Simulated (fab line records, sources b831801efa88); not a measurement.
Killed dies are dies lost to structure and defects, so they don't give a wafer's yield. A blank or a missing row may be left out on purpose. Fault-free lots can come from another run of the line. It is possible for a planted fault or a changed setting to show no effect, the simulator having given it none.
A struck lot beside a sound one + flow sky130 + 37 steps out of a route of 708
Sound: the wafers L496.1, L496.5, L496.6. Struck: wafer L503.4 (L503.2, L503.3, from the same lot, were not struck and are left out); the cause is given at the end.
Each step with rows lists, per side, the tool, then ch with its chambers, then its first start. Under that, the readings that differ: sound wafers + struck wafers + difference of the means + sigmas: that difference in standard deviations of wafers without a fault.
alike: a reading whose means differ by less than 2 such deviations, as well as words and numbers matching on both sides. not compared: withheld readings; readings where some wafer has no value; bounds like >300 that might hide an equal value; numbers whose values overlap and for which the record gives no deviation.
The two part at a step that has a row with sigmas, a row that says differs or no value, or rows on one side only. Numbers that have no deviation but don't overlap get no sigmas and don't part them. A reading that every wafer of one side lacks parts them only if that side has two wafers or more.

first, 10 steps without rows for these wafers: SKY_VIA3_ETCH_15 (etches SiO2 in C4F8/O2/Ar, stops on TiN, target depth 507 nm, time 78 s); SKY_VIA3_STRIP_16 (strips in O2/N2); SKY_VIA3_STRIP_17 (strips in post etch residue remover, time 1200 s); SKY_VIA3_CLEAN_18 (cleans in IPA, time 180 s); SKY_VIA3_CLEAN_19 (cleans in O3/DIW); SKY_VIA3_SPUTTER_20 (material TiN, target thk 20 nm, time 80 s); SKY_VIA3_CVD_21 (deposits W, target thk 390 nm, time 117.31 s); SKY_VIA3_CMP_24 (polishes, stops on SiO2, t overpolish 20 s, target thk 0 nm); SKY_METAL4_SPUTTER_00 (material Ti, target thk 15 nm, time 10 s); SKY_METAL4_SPUTTER_01 (material TiN, target thk 20 nm, time 16.7 s).
SKY_METAL4_SPUTTER_02: material AlCu, target thk 735 nm, time 39.1 s.
  sound on pvdSputter-02 at day 43 15:00; struck on pvdSputter-02 at day 44 13:55
| reading                                    | sound             | struck | difference | sigmas |
|--------------------------------------------|-------------------|--------|------------|--------|
| model.AlCu_of_METAL4_SPUTTER_02.thkNm (nm) | 729.1 730.5 731.3 | 508.5  | -221.8     |        |
  alike: chamberPressurePa, throttleValvePct
then, 24 steps without rows for these wafers: SKY_METAL4_SPUTTER_03 (material Ti, target thk 5 nm, time 3.3 s); SKY_METAL4_SPUTTER_04 (material TiN, target thk 70 nm, time 58.3 s); SKY_CAP2M_CVD_00 (deposits SiO2, target thk 15.5 nm); SKY_CAP2M_SPUTTER_02 (material TiN, target thk 200 nm, time 166.7 s); SKY_CAP2M_DEHYDRATE_05 (time 60 s); SKY_CAP2M_HMDS_06 (prime time 60 s); SKY_CAP2M_COAT_07 (resist thk 1140 nm); SKY_CAP2M_SOFTBAKE_08 (time 60 s); SKY_CAP2M_EXPOSE_09 (exposes mask CAP2M, target cd 1000 nm); SKY_CAP2M_PEB_10; SKY_CAP2M_DEVELOP_11 (develop time 60 s); SKY_CAP2M_METAL_ETCH_13 (etches TiN in Cl2/BCl3, stops on SiO2, target depth 220 nm, time 62.9 s); SKY_CAP2M_STRIP_14 (strips in O2/N2); SKY_CAP2M_STRIP_15 (strips in post etch residue remover, time 1200 s); SKY_CAP2M_CLEAN_16 (cleans in IPA, time 180 s); SKY_CAP2M_CLEAN_17 (cleans in O3/DIW); SKY_METAL4_DEHYDRATE_05 (time 60 s); SKY_METAL4_HMDS_06 (prime time 60 s); SKY_METAL4_COAT_07 (resist thk 60 nm); SKY_METAL4_COAT_08 (resist thk 1140 nm); SKY_METAL4_SOFTBAKE_09 (time 90 s); SKY_METAL4_EXPOSE_10 (exposes mask MM4, target cd 300 nm); SKY_METAL4_PEB_11; SKY_METAL4_DEVELOP_12 (develop time 60 s).
SKY_METAL4_METAL_ETCH_18: etches the open film in Cl2/BCl3, stops on SiO2, target depth 845 nm, time 183.1 s.
  sound on rieMetal-02 ch 0,1, day 45 11:49; struck on rieMetal-01 ch 1, day 46 09:35
| reading             | sound             | struck | difference | sigmas |
|---------------------|-------------------|--------|------------|--------|
| oesProductAu (a.u.) | 0.863 0.863 0.859 | 0.733  | -0.129     | -20    |
  alike: drypumpMotorCurrentA, throttleValvePct
  not compared: rfHoursCounterH
-- the record jumps here: 3 days lie between the struck wafers' starts before and after (it left off in module METAL4 and takes up again in module PAD_OPEN, whose first step shown is number 708 of the route) --
SKY_PAD_OPEN_PROBE_99:
  sound on prober-02 at day 49 03:23; struck on prober-02 at day 49 20:42
| reading                     | sound                  | struck  | difference | sigmas |
|-----------------------------|------------------------|---------|------------|--------|
| model.etest.met4.lineOhmUm  | 0.1417 0.1386 0.1416   | 0.2066  | +0.0660    |        |
| model.etest.via4Chain.rcOhm | 0.8168 0.8002 0.8409   | 0.8803  | +0.0610    |        |
| model.etest.met4.rsOhmSq    | 0.04291 0.04281 0.0422 | 0.06239 | +0.01975   |        |
  alike: defectLimitedYield, killed_at_M0_to_M3, killed_at_M4_up, killedAtContacts, killedAtFrontEnd, killedAtOther, killedDies, killedOpen, killedShort, sort_bin_3_pad_short, sort_bin_5_function, sort_bin_6_memory, sortNPass, sortYieldPct

## WHERE THEY PART
Within this record, at SKY_METAL4_METAL_ETCH_18 only. Later steps at which nothing parts them and some readings are alike: SKY_PAD_OPEN_PROBE_99.

WHY: whatever the simulator had introduced
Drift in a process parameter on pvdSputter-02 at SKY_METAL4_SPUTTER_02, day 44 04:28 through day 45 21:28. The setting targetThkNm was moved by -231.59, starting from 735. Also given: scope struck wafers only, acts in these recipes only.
